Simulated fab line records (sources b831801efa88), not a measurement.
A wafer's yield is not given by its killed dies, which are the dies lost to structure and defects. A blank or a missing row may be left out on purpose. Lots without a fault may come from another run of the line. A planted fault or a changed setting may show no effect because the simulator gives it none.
fab line records / flow sky130
[record] lots = 7 wafers = 21 last-day = 50
route steps=708 shown PWDE@48 NWELL@56 PAD_OPEN@708
lots with no fault: from the same line, run without faults
start-h: hours from the record's opening day to when the first of the lot's shown wafers began / wait-h: hours since the lot's step before / " same as the row above / L1.1+2: a row that stands for several wafers / - no value present, or no start provided / * or withheld: withheld / < > ~ a bound
route shown NAME@n: NAME is a module with steps in the file, n the number in the route of the first one / usual: mean/standard deviation taken from wafers without a fault / same: alike in all rows / chamber/n: place in a boat / sites: readings site by site / _std_site: the standard deviation of these / _edge_site: outer sites' mean less inner sites' / radius-mm: for every site, how far away it sits from the centre of the wafer / mask NAME#n: copy n / behind: the most recent tool/chamber to have shaped the wafer / hold: why the lot was held/for how many hours/how that ended / device: the transistor (n, p or np) that didn't switch / end of line: the route-end tests of the same wafers / a step with no rows: only its recipe / killed: dies lost to structure and defects at the first sort, not the wafer's yield / map: a wafer's dies, marking killed ones x, the rest . and places with no die _
set.NAME: setting as actually run; set.NAME@STEP: the setting as run at that earlier step / model.NAME: the simulator's own value behind a step, which no gauge read
certain route steps with their lots: each step a table, each wafer a row
services: when a tool's chamber went out of use (start-h, in hours from the record's first day, below 0 if earlier), for how many hours, and the reason
[[steps]]
[step SKY_PWDE_SOFTBAKE_03]
[recipe] temp-c = 110 time-s = withheld
[step SKY_PWDE_EXPOSE_04]
[recipe] mask-id = PWDEM na = 0.6 source-shape = conventional sigma-outer = 0.6 polarization = unpolarized target-cd-nm = 840 dose-mj = 214
[step SKY_PWDE_PEB_05]
[recipe] temp-c = 115 time-s = withheld
[step SKY_PWDE_DEVELOP_06]
[recipe] wall-angle-deg = 90 developer = TMAH develop-time-s = 60 dev-temp-c = 23
[step SKY_PWDE_OVL_MEAS_07]
[usual] PWDE_OVL = -0.3/1.3
lot.wafer=L284.1 tool=overlay-01 chamber=- start-h=72.30 wait-h=- PWDE_OVL[nm]=-2.5
lot.wafer=L284.5 tool=overlay-01 chamber=- start-h=72.30 wait-h=- PWDE_OVL[nm]=0.1
lot.wafer=L284.6 tool=overlay-01 chamber=- start-h=72.30 wait-h=- PWDE_OVL[nm]=0.6
lot.wafer=L287.2 tool=overlay-02 chamber=- start-h=105.22 wait-h=- PWDE_OVL[nm]=0.0
lot.wafer=L287.3 tool=overlay-02 chamber=- start-h=105.22 wait-h=- PWDE_OVL[nm]=-0.1
lot.wafer=L287.4 tool=overlay-02 chamber=- start-h=105.22 wait-h=- PWDE_OVL[nm]=-0.2
lot.wafer=L289.1 tool=overlay-01 chamber=- start-h=115.25 wait-h=- PWDE_OVL[nm]=0.6
lot.wafer=L289.2 tool=overlay-01 chamber=- start-h=115.25 wait-h=- PWDE_OVL[nm]=-0.7
lot.wafer=L289.3 tool=overlay-01 chamber=- start-h=115.25 wait-h=- PWDE_OVL[nm]=0.6
lot.wafer=L291.1 tool=overlay-02 chamber=- start-h=127.15 wait-h=- PWDE_OVL[nm]=-0.8
lot.wafer=L291.2 tool=overlay-02 chamber=- start-h=127.15 wait-h=- PWDE_OVL[nm]=0.7
lot.wafer=L291.3 tool=overlay-02 chamber=- start-h=127.15 wait-h=- PWDE_OVL[nm]=-0.2
lot.wafer=L294.1 tool=overlay-01 chamber=- start-h=132.25 wait-h=- PWDE_OVL[nm]=-3.0
lot.wafer=L294.2 tool=overlay-01 chamber=- start-h=132.25 wait-h=- PWDE_OVL[nm]=-1.4
lot.wafer=L294.5 tool=overlay-01 chamber=- start-h=132.25 wait-h=- PWDE_OVL[nm]=-4.6
lot.wafer=L295.1 tool=overlay-02 chamber=- start-h=136.04 wait-h=- PWDE_OVL[nm]=-3.0
lot.wafer=L295.2 tool=overlay-02 chamber=- start-h=136.04 wait-h=- PWDE_OVL[nm]=0.6
lot.wafer=L295.4 tool=overlay-02 chamber=- start-h=136.04 wait-h=- PWDE_OVL[nm]=-4.0
lot.wafer=L305.2 tool=overlay-02 chamber=- start-h=193.09 wait-h=- PWDE_OVL[nm]=-0.5
lot.wafer=L305.3 tool=overlay-02 chamber=- start-h=193.09 wait-h=- PWDE_OVL[nm]=0.1
lot.wafer=L305.4 tool=overlay-02 chamber=- start-h=193.09 wait-h=- PWDE_OVL[nm]=0.9
[step SKY_PWDE_IMPLANT_08]
[recipe] species = B energy-kev = 150 dose-cm2 = 3.6e+12 tilt-deg = withheld
[step SKY_PWDE_STRIP_09]
[recipe] chemistry = O2/N2 power-w = 1400 pressure-mtorr = 1500 platen-temp-c = withheld o2-flow-sccm = 3000 n2-flow-sccm = 300 overash-fraction = 0.5
[usual] drypump-motor-current-A = 5.78/0.15 oes-product-au = 0.722/0.0042 strip-time-to-endpoint-s = 36.92/0.097
lot.wafer=L284.1 tool=plasma-asher-01 chamber=1 start-h=72.48 wait-h=0.1 drypump-motor-current-A=5.78 oes-product-au=0.722 rf-hours-counter-h=37 strip-time-to-endpoint-s=37.03
lot.wafer=L284.5 tool=plasma-asher-01 chamber=0 start-h=72.48 wait-h=0.1 drypump-motor-current-A=5.82 oes-product-au=0.722 rf-hours-counter-h=- strip-time-to-endpoint-s=36.98
lot.wafer=L284.6 tool=plasma-asher-01 chamber=1 start-h=72.48 wait-h=0.1 drypump-motor-current-A=5.76 oes-product-au=0.725 rf-hours-counter-h=- strip-time-to-endpoint-s=36.95
lot.wafer=L287.2 tool=plasma-asher-01 chamber=1 start-h=105.40 wait-h=0.1 drypump-motor-current-A=5.79 oes-product-au=0.715 rf-hours-counter-h=40 strip-time-to-endpoint-s=36.84
lot.wafer=L287.3 tool=plasma-asher-01 chamber=0 start-h=105.40 wait-h=0.1 drypump-motor-current-A=5.83 oes-product-au=0.718 rf-hours-counter-h=- strip-time-to-endpoint-s=36.92
lot.wafer=L287.4 tool=plasma-asher-01 chamber=1 start-h=105.40 wait-h=0.1 drypump-motor-current-A=5.79 oes-product-au=0.724 rf-hours-counter-h=- strip-time-to-endpoint-s=36.79
lot.wafer=L289.1 tool=plasma-asher-04 chamber=0 start-h=115.43 wait-h=0.1 drypump-motor-current-A=5.66 oes-product-au=0.714 rf-hours-counter-h=44 strip-time-to-endpoint-s=36.88
lot.wafer=L289.2 tool=plasma-asher-04 chamber=1 start-h=115.43 wait-h=0.1 drypump-motor-current-A=5.78 oes-product-au=0.719 rf-hours-counter-h=44 strip-time-to-endpoint-s=36.83
lot.wafer=L289.3 tool=plasma-asher-04 chamber=1 start-h=115.43 wait-h=0.1 drypump-motor-current-A=5.81 oes-product-au=0.724 rf-hours-counter-h=- strip-time-to-endpoint-s=36.79
lot.wafer=L291.1 tool=plasma-asher-03 chamber=0 start-h=127.33 wait-h=0.1 drypump-motor-current-A=6.03 oes-product-au=0.719 rf-hours-counter-h=1 strip-time-to-endpoint-s=37.08
lot.wafer=L291.2 tool=plasma-asher-03 chamber=1 start-h=127.33 wait-h=0.1 drypump-motor-current-A=5.56 oes-product-au=0.726 rf-hours-counter-h=1 strip-time-to-endpoint-s=37.02
lot.wafer=L291.3 tool=plasma-asher-03 chamber=1 start-h=127.33 wait-h=0.1 drypump-motor-current-A=5.57 oes-product-au=0.719 rf-hours-counter-h=- strip-time-to-endpoint-s=37.05
lot.wafer=L294.1 tool=plasma-asher-03 chamber=1 start-h=132.43 wait-h=0.1 drypump-motor-current-A=5.59 oes-product-au=0.725 rf-hours-counter-h=1 strip-time-to-endpoint-s=37.01
lot.wafer=L294.2 tool=plasma-asher-03 chamber=0 start-h=132.43 wait-h=0.1 drypump-motor-current-A=6.02 oes-product-au=0.723 rf-hours-counter-h=1 strip-time-to-endpoint-s=36.86
lot.wafer=L294.5 tool=plasma-asher-03 chamber=1 start-h=132.43 wait-h=0.1 drypump-motor-current-A=5.59 oes-product-au=0.722 rf-hours-counter-h=- strip-time-to-endpoint-s=36.87
lot.wafer=L295.1 tool=plasma-asher-04 chamber=0 start-h=136.22 wait-h=0.1 drypump-motor-current-A=5.73 oes-product-au=0.726 rf-hours-counter-h=46 strip-time-to-endpoint-s=36.82
lot.wafer=L295.2 tool=plasma-asher-04 chamber=1 start-h=136.22 wait-h=0.1 drypump-motor-current-A=5.79 oes-product-au=0.730 rf-hours-counter-h=46 strip-time-to-endpoint-s=36.90
lot.wafer=L295.4 tool=plasma-asher-04 chamber=1 start-h=136.22 wait-h=0.1 drypump-motor-current-A=5.77 oes-product-au=0.725 rf-hours-counter-h=- strip-time-to-endpoint-s=36.82
lot.wafer=L305.2 tool=plasma-asher-04 chamber=1 start-h=193.27 wait-h=0.1 drypump-motor-current-A=5.81 oes-product-au=0.728 rf-hours-counter-h=51 strip-time-to-endpoint-s=36.74
lot.wafer=L305.3 tool=plasma-asher-04 chamber=1 start-h=193.27 wait-h=0.1 drypump-motor-current-A=5.80 oes-product-au=0.724 rf-hours-counter-h=- strip-time-to-endpoint-s=36.84
lot.wafer=L305.4 tool=plasma-asher-04 chamber=0 start-h=193.27 wait-h=0.1 drypump-motor-current-A=5.69 oes-product-au=0.724 rf-hours-counter-h=- strip-time-to-endpoint-s=36.82
[step SKY_PWDE_TW_MEAS_10]
[usual] PWDE_TW = 374/4.2
lot.wafer=L284.1 tool=film-metro-02 chamber=- start-h=72.58 wait-h=0.1 PWDE_TW=371
lot.wafer=L284.5 tool=film-metro-02 chamber=- start-h=72.58 wait-h=0.1 PWDE_TW=371
lot.wafer=L284.6 tool=film-metro-02 chamber=- start-h=72.58 wait-h=0.1 PWDE_TW=371
lot.wafer=L287.2 tool=film-metro-02 chamber=- start-h=105.51 wait-h=0.1 PWDE_TW=370
lot.wafer=L287.3 tool=film-metro-02 chamber=- start-h=105.51 wait-h=0.1 PWDE_TW=374
lot.wafer=L287.4 tool=film-metro-02 chamber=- start-h=105.51 wait-h=0.1 PWDE_TW=373
lot.wafer=L289.1 tool=film-metro-01 chamber=- start-h=115.53 wait-h=0.1 PWDE_TW=371
lot.wafer=L289.2 tool=film-metro-01 chamber=- start-h=115.53 wait-h=0.1 PWDE_TW=371
lot.wafer=L289.3 tool=film-metro-01 chamber=- start-h=115.53 wait-h=0.1 PWDE_TW=371
lot.wafer=L291.1 tool=film-metro-04 chamber=- start-h=127.43 wait-h=0.1 PWDE_TW=376
lot.wafer=L291.2 tool=film-metro-04 chamber=- start-h=127.43 wait-h=0.1 PWDE_TW=379
lot.wafer=L291.3 tool=film-metro-04 chamber=- start-h=127.43 wait-h=0.1 PWDE_TW=379
lot.wafer=L294.1 tool=film-metro-02 chamber=- start-h=132.53 wait-h=0.1 PWDE_TW=374
lot.wafer=L294.2 tool=film-metro-02 chamber=- start-h=132.53 wait-h=0.1 PWDE_TW=374
lot.wafer=L294.5 tool=film-metro-02 chamber=- start-h=132.53 wait-h=0.1 PWDE_TW=373
lot.wafer=L295.1 tool=film-metro-04 chamber=- start-h=136.32 wait-h=0.1 PWDE_TW=380
lot.wafer=L295.2 tool=film-metro-04 chamber=- start-h=136.32 wait-h=0.1 PWDE_TW=379
lot.wafer=L295.4 tool=film-metro-04 chamber=- start-h=136.32 wait-h=0.1 PWDE_TW=378
lot.wafer=L305.2 tool=film-metro-01 chamber=- start-h=193.38 wait-h=0.1 PWDE_TW=369
lot.wafer=L305.3 tool=film-metro-01 chamber=- start-h=193.38 wait-h=0.1 PWDE_TW=370
lot.wafer=L305.4 tool=film-metro-01 chamber=- start-h=193.38 wait-h=0.1 PWDE_TW=369
[step SKY_NWELL_DEHYDRATE_03]
[recipe] temp-c = 200 time-s = 60
[step SKY_NWELL_HMDS_04]
[recipe] prime-time-s = 60 prime-temp-c = 120
[step SKY_NWELL_COAT_05]
[recipe] spin-rpm = 2000 resist-thk-nm = 3000
[step SKY_NWELL_SOFTBAKE_06]
[recipe] temp-c = 110 time-s = withheld
[step SKY_NWELL_EXPOSE_07]
[recipe] mask-id = NWM na = 0.6 source-shape = conventional sigma-outer = 0.6 polarization = unpolarized target-cd-nm = 840 dose-mj = 255
lot.wafer=L284.1+5+6 tool=iline-stepper-01 chamber=0 start-h=80.88 wait-h=- mask=NWM#0 model.NWELL.overlay-x-nm=-0.6367
lot.wafer=L287.2+3+4 tool=iline-stepper-02 chamber=0 start-h=113.99 wait-h=- mask=NWM#0 model.NWELL.overlay-x-nm=1.269
lot.wafer=L289.1+2+3 tool=iline-stepper-01 chamber=0 start-h=124.72 wait-h=- mask=NWM#0 model.NWELL.overlay-x-nm=0.1326
lot.wafer=L291.1+2+3 tool=iline-stepper-02 chamber=0 start-h=136.64 wait-h=- mask=NWM#0 model.NWELL.overlay-x-nm=226.5
lot.wafer=L294.1+2+5 tool=iline-stepper-02 chamber=0 start-h=141.92 wait-h=- mask=NWM#0 model.NWELL.overlay-x-nm=225.8
lot.wafer=L295.1+2+4 tool=iline-stepper-02 chamber=0 start-h=145.88 wait-h=- mask=NWM#0 model.NWELL.overlay-x-nm=225
lot.wafer=L305.2+3+4 tool=iline-stepper-01 chamber=0 start-h=204.08 wait-h=- mask=NWM#0 model.NWELL.overlay-x-nm=1.061
[step SKY_NWELL_PEB_08]
[recipe] temp-c = 115 time-s = withheld
[step SKY_NWELL_DEVELOP_09]
[recipe] wall-angle-deg = 90 developer = TMAH develop-time-s = 60 dev-temp-c = 23
[step SKY_NWELL_OVL_MEAS_10]
[usual] NWELL_00_OVL = -0.1/1.2
lot.wafer=L284.1 tool=overlay-02 chamber=- start-h=88.80 wait-h=- NWELL_00_OVL[nm]=0.9
lot.wafer=L284.5 tool=overlay-02 chamber=- start-h=88.80 wait-h=- NWELL_00_OVL[nm]=0.5
lot.wafer=L284.6 tool=overlay-02 chamber=- start-h=88.80 wait-h=- NWELL_00_OVL[nm]=-1.2
lot.wafer=L287.2 tool=overlay-01 chamber=- start-h=122.24 wait-h=- NWELL_00_OVL[nm]=0.0
lot.wafer=L287.3 tool=overlay-01 chamber=- start-h=122.24 wait-h=- NWELL_00_OVL[nm]=0.1
lot.wafer=L287.4 tool=overlay-01 chamber=- start-h=122.24 wait-h=- NWELL_00_OVL[nm]=0.2
lot.wafer=L289.1 tool=overlay-02 chamber=- start-h=133.25 wait-h=- NWELL_00_OVL[nm]=1.3
lot.wafer=L289.2 tool=overlay-02 chamber=- start-h=133.25 wait-h=- NWELL_00_OVL[nm]=-1.2
lot.wafer=L289.3 tool=overlay-02 chamber=- start-h=133.25 wait-h=- NWELL_00_OVL[nm]=0.7
lot.wafer=L291.1 tool=overlay-02 chamber=- start-h=145.86 wait-h=- NWELL_00_OVL[nm]=226.6
lot.wafer=L291.2 tool=overlay-02 chamber=- start-h=145.86 wait-h=- NWELL_00_OVL[nm]=226.5
lot.wafer=L291.3 tool=overlay-02 chamber=- start-h=145.86 wait-h=- NWELL_00_OVL[nm]=226.0
lot.wafer=L294.1 tool=overlay-02 chamber=- start-h=151.86 wait-h=- NWELL_00_OVL[nm]=224.7
lot.wafer=L294.2 tool=overlay-02 chamber=- start-h=151.86 wait-h=- NWELL_00_OVL[nm]=227.4
lot.wafer=L294.5 tool=overlay-02 chamber=- start-h=151.86 wait-h=- NWELL_00_OVL[nm]=226.8
lot.wafer=L295.1 tool=overlay-01 chamber=- start-h=155.40 wait-h=- NWELL_00_OVL[nm]=224.4
lot.wafer=L295.2 tool=overlay-01 chamber=- start-h=155.40 wait-h=- NWELL_00_OVL[nm]=224.1
lot.wafer=L295.4 tool=overlay-01 chamber=- start-h=155.40 wait-h=- NWELL_00_OVL[nm]=223.2
lot.wafer=L305.2 tool=overlay-01 chamber=- start-h=214.95 wait-h=- NWELL_00_OVL[nm]=0.9
lot.wafer=L305.3 tool=overlay-01 chamber=- start-h=214.95 wait-h=- NWELL_00_OVL[nm]=-1.2
lot.wafer=L305.4 tool=overlay-01 chamber=- start-h=214.95 wait-h=- NWELL_00_OVL[nm]=0.3
[step SKY_NWELL_IMPLANT_11]
[recipe] species = P energy-kev = 393.8 dose-cm2 = 1.9e+13 tilt-deg = withheld
[step SKY_PAD_OPEN_PROBE_99]
[usual] killed_at_M0_to_M3 = 43/6.9 killed_at_M4_up = 3.0/1.8 killed-at-contacts = 24/4.8 killed-at-front-end = 15/4.5 killed-at-other = 0.4/0.67 killed-dies = 86/9.2 killed-on-rim = 17/3.5 killed-open = 46/6.9 killed-short = 39/6
[same] gross-dies = 492 killed-at-back-side = 0
lot.wafer=L284.1 tool=prober-01 chamber=- start-h=1079.68 wait-h=0.1 killed_at_M0_to_M3=45 killed_at_M4_up=2 killed-at-contacts=21 killed-at-front-end=21 killed-at-other=0 killed-dies=89 killed-on-rim=14 killed-open=49 killed-short=40
lot.wafer=L284.5 tool=prober-01 chamber=- start-h=1079.88 wait-h=0.2 killed_at_M0_to_M3=49 killed_at_M4_up=3 killed-at-contacts=26 killed-at-front-end=15 killed-at-other=0 killed-dies=93 killed-on-rim=17 killed-open=52 killed-short=41
lot.wafer=L284.6 tool=prober-01 chamber=- start-h=1079.93 wait-h=0.2 killed_at_M0_to_M3=43 killed_at_M4_up=7 killed-at-contacts=22 killed-at-front-end=16 killed-at-other=0 killed-dies=88 killed-on-rim=24 killed-open=46 killed-short=41
lot.wafer=L291.1 tool=prober-02 chamber=- start-h=1142.39 wait-h=0.1 killed_at_M0_to_M3=32 killed_at_M4_up=4 killed-at-contacts=21 killed-at-front-end=435 killed-at-other=0 killed-dies=492 killed-on-rim=96 killed-open=42 killed-short=32
lot.wafer=L291.2 tool=prober-02 chamber=- start-h=1142.44 wait-h=0.1 killed_at_M0_to_M3=35 killed_at_M4_up=4 killed-at-contacts=27 killed-at-front-end=425 killed-at-other=1 killed-dies=492 killed-on-rim=96 killed-open=35 killed-short=43
lot.wafer=L291.3 tool=prober-02 chamber=- start-h=1142.49 wait-h=0.2 killed_at_M0_to_M3=39 killed_at_M4_up=4 killed-at-contacts=25 killed-at-front-end=424 killed-at-other=0 killed-dies=492 killed-on-rim=96 killed-open=36 killed-short=40
lot.wafer=L294.1 tool=prober-01 chamber=- start-h=1147.47 wait-h=0.1 killed_at_M0_to_M3=35 killed_at_M4_up=2 killed-at-contacts=29 killed-at-front-end=425 killed-at-other=1 killed-dies=492 killed-on-rim=96 killed-open=42 killed-short=34
lot.wafer=L294.2 tool=prober-01 chamber=- start-h=1147.52 wait-h=0.1 killed_at_M0_to_M3=37 killed_at_M4_up=5 killed-at-contacts=21 killed-at-front-end=429 killed-at-other=0 killed-dies=492 killed-on-rim=96 killed-open=43 killed-short=32
lot.wafer=L294.5 tool=prober-01 chamber=- start-h=1147.67 wait-h=0.2 killed_at_M0_to_M3=35 killed_at_M4_up=7 killed-at-contacts=17 killed-at-front-end=433 killed-at-other=0 killed-dies=492 killed-on-rim=96 killed-open=38 killed-short=30
lot.wafer=L295.1 tool=prober-02 chamber=- start-h=1153.92 wait-h=0.1 killed_at_M0_to_M3=46 killed_at_M4_up=3 killed-at-contacts=31 killed-at-front-end=412 killed-at-other=0 killed-dies=492 killed-on-rim=96 killed-open=51 killed-short=43
lot.wafer=L295.2 tool=prober-02 chamber=- start-h=1153.97 wait-h=0.1 killed_at_M0_to_M3=41 killed_at_M4_up=3 killed-at-contacts=19 killed-at-front-end=428 killed-at-other=1 killed-dies=492 killed-on-rim=96 killed-open=38 killed-short=38
lot.wafer=L295.4 tool=prober-02 chamber=- start-h=1154.07 wait-h=0.2 killed_at_M0_to_M3=57 killed_at_M4_up=5 killed-at-contacts=32 killed-at-front-end=398 killed-at-other=0 killed-dies=492 killed-on-rim=96 killed-open=54 killed-short=57
// killed by level:class
L284.1 VIA2:geometric-particle:open=12 POLY_GATE:geometric-particle:open=9 CONTACT:geometric-particle:open=9 METAL2:geometric-particle:short=8 POLY_GATE:geometric-particle:short=6 LOCAL_INTERCONNECT:geometric-particle:short=6 VIA1:geometric-particle:open=5 VIA1:geometric-particle:short=5
L284.5 VIA1:geometric-particle:open=10 VIA3:geometric-particle:open=10 LI_CONTACT:geometric-particle:open=7 METAL1:geometric-particle:short=6 CONTACT:geometric-particle:open=5 LOCAL_INTERCONNECT:geometric-particle:short=5 VIA2:geometric-particle:open=5 LI_CONTACT:geometric-particle:short=4
L284.6 CONTACT:geometric-particle:open=10 METAL2:geometric-particle:short=8 VIA3:geometric-particle:open=7 LI_CONTACT:geometric-particle:open=6 VIA1:geometric-particle:open=6 METAL1:geometric-particle:short=5 VIA1:geometric-particle:short=4 POLY_GATE:geometric-particle:open=4
L291.1 NWELL:overlay=418 LI_CONTACT:geometric-particle:open=9 FIELD_ISO:geometric-particle:open=8 VIA1:geometric-particle:open=8 CONTACT:geometric-particle:open=7 POLY_GATE:geometric-particle:short=7 METAL1:geometric-particle:short=5 VIA2:geometric-particle:open=4
L291.2 NWELL:overlay=414 LI_CONTACT:geometric-particle:open=9 METAL1:geometric-particle:short=7 VIA1:geometric-particle:open=5 CONTACT:geometric-particle:open=5 CONTACT:geometric-particle:short=5 VIA1:geometric-particle:short=5 POLY_GATE:geometric-particle:short=4
L291.3 NWELL:overlay=416 CONTACT:geometric-particle:open=9 LI_CONTACT:geometric-particle:open=8 VIA2:geometric-particle:open=8 VIA1:geometric-particle:open=7 METAL1:geometric-particle:short=6 METAL3:geometric-particle:short=5 FIELD_ISO:geometric-particle:short=4
L294.1 NWELL:overlay=415 CONTACT:geometric-particle:open=13 VIA1:geometric-particle:open=10 CONTACT:geometric-particle:short=6 LI_CONTACT:geometric-particle:open=5 METAL1:geometric-particle:short=5 VIA1:geometric-particle:short=4 POLY_GATE:geometric-particle:open=3
L294.2 NWELL:overlay=417 CONTACT:geometric-particle:open=10 VIA3:geometric-particle:open=7 VIA1:geometric-particle:open=7 VIA2:geometric-particle:open=5 SPACER:geometric-particle:open=4 LI_CONTACT:geometric-particle:short=4 VIA1:geometric-particle:short=4
L294.5 NWELL:overlay=424 CONTACT:geometric-particle:open=9 VIA1:geometric-particle:open=9 VIA3:geometric-particle:open=8 METAL4:geometric-particle:short=6 LI_CONTACT:geometric-particle:open=4 METAL2:geometric-particle:short=4 VIA3:geometric-particle:short=4
L295.1 NWELL:overlay=397 VIA1:geometric-particle:open=12 CONTACT:geometric-particle:open=12 VIA3:geometric-particle:open=11 CONTACT:geometric-particle:short=7 LOCAL_INTERCONNECT:geometric-particle:short=6 POLY_GATE:geometric-particle:open=5 POLY_GATE:geometric-particle:short=5
L295.2 NWELL:overlay=415 VIA1:geometric-particle:open=9 VIA2:geometric-particle:open=7 LOCAL_INTERCONNECT:geometric-particle:short=6 VIA3:geometric-particle:open=6 METAL1:geometric-particle:short=5 METAL2:geometric-particle:short=5 FIELD_ISO:geometric-particle:short=4
L295.4 NWELL:overlay=380 VIA1:geometric-particle:open=17 CONTACT:geometric-particle:open=14 METAL2:geometric-particle:short=11 CONTACT:geometric-particle:short=8 VIA3:geometric-particle:short=6 VIA3:geometric-particle:open=5 LOCAL_INTERCONNECT:geometric-particle:short=5
// map L291.1 (x killed, . not)
__________xxxxxxxxxx_________
________xxxxxxxxxxxxxx_______
______xxxxxxxxxxxxxxxxxx_____
_____xxxxxxxxxxxxxxxxxxxx____
____xxxxxxxxxxxxxxxxxxxxxx___
___xxxxxxxxxxxxxxxxxxxxxxxx__
__xxxxxxxxxxxxxxxxxxxxxxxxxx_
_xxxxxxxxxxxxxxxxxxxxxxxxxxxx
_xxxxxxxxxxxxxxxxxxxxxxxxxxxx
_xxxxxxxxxxxxxxxxxxxxxxxxxxxx
_xxxxxxxxxxxxxxxxxxxxxxxxxxxx
_xxxxxxxxxxxxxxxxxxxxxxxxxxxx
_xxxxxxxxxxxxxxxxxxxxxxxxxxxx
_xxxxxxxxxxxxxxxxxxxxxxxxxxxx
_xxxxxxxxxxxxxxxxxxxxxxxxxxxx
__xxxxxxxxxxxxxxxxxxxxxxxxxx_
___xxxxxxxxxxxxxxxxxxxxxxxx__
____xxxxxxxxxxxxxxxxxxxxxx___
_____xxxxxxxxxxxxxxxxxxxx____
______xxxxxxxxxxxxxxxxxx_____
________xxxxxxxxxxxxxx_______
__________xxxxxxxxxx_________
// map L294.1 (x killed, . not)
__________xxxxxxxxxx_________
________xxxxxxxxxxxxxx_______
______xxxxxxxxxxxxxxxxxx_____
_____xxxxxxxxxxxxxxxxxxxx____
____xxxxxxxxxxxxxxxxxxxxxx___
___xxxxxxxxxxxxxxxxxxxxxxxx__
__xxxxxxxxxxxxxxxxxxxxxxxxxx_
_xxxxxxxxxxxxxxxxxxxxxxxxxxxx
_xxxxxxxxxxxxxxxxxxxxxxxxxxxx
_xxxxxxxxxxxxxxxxxxxxxxxxxxxx
_xxxxxxxxxxxxxxxxxxxxxxxxxxxx
_xxxxxxxxxxxxxxxxxxxxxxxxxxxx
_xxxxxxxxxxxxxxxxxxxxxxxxxxxx
_xxxxxxxxxxxxxxxxxxxxxxxxxxxx
_xxxxxxxxxxxxxxxxxxxxxxxxxxxx
__xxxxxxxxxxxxxxxxxxxxxxxxxx_
___xxxxxxxxxxxxxxxxxxxxxxxx__
____xxxxxxxxxxxxxxxxxxxxxx___
_____xxxxxxxxxxxxxxxxxxxx____
______xxxxxxxxxxxxxxxxxx_____
________xxxxxxxxxxxxxx_______
__________xxxxxxxxxx_________
[[services]]
tool=iline-stepper-01 chamber=- start-h=51.72 hours=2.1 kind=pm
tool=iline-stepper-01 chamber=- start-h=53.81 hours=- kind=consumable-replace:lamp
tool=plasma-asher-01 chamber=- start-h=54.81 hours=11.4 kind=repair
tool=iline-stepper-02 chamber=- start-h=77.23 hours=4.4 kind=pm
tool=iline-stepper-02 chamber=- start-h=91.35 hours=11.7 kind=repair
tool=plasma-asher-03 chamber=- start-h=108.75 hours=9.0 kind=pm
tool=plasma-asher-03 chamber=0 start-h=108.75 hours=9.0 kind=vent-cycle
tool=plasma-asher-03 chamber=1 start-h=108.75 hours=9.0 kind=vent-cycle
tool=iline-stepper-01 chamber=0 start-h=110.74 hours=- kind=calibration
tool=plasma-asher-03 chamber=0 start-h=117.75 hours=- kind=clean
tool=plasma-asher-03 chamber=1 start-h=117.75 hours=- kind=clean
tool=iline-stepper-02 chamber=0 start-h=118.71 hours=- kind=calibration
tool=iline-stepper-01 chamber=- start-h=176.55 hours=1.7 kind=pm
tool=plasma-asher-03 chamber=- start-h=190.92 hours=2.8 kind=repair
[[key]]
[first-sign] step = SKY_NWELL_OVL_MEAS_10 reading = NWELL_00_OVL direction = up sigmas = 99+ usual = -0.1 struck = 225.5
[effect] step = SKY_PAD_OPEN_PROBE_99 reading = killed-at-front-end direction = up sigmas = 92 usual = 15 struck = 423
[model-effect] step = SKY_NWELL_EXPOSE_07 value = NWELL.overlay-x-nm without = -0.5213 struck = 225.8
[more-kills-born-at] SKY_NWELL_EXPOSE_07@iline-stepper-02 = 3696
met-at SKY_NWELL_EXPOSE_07
struck-wafers L291.1,L291.2,L291.3,L294.1,L294.2,L294.5,L295.1,L295.2,L295.4
tester-left-out L291,L294,L295
onset-between 113.99 136.64
[fault] kind = scanner-matching-overlay tool = iline-stepper-02 chamber = - onset-h = 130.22 steps = SKY_NWELL_EXPOSE_07 offset = 226.28
// tester-left-out: of these lots the tester's yield and bins aren't shown, on N5 and GAA mostly nor the transistor test; their killed dies are dies lost to structure and defects alone, not to doping, threshold or leakage, so they don't give the yield
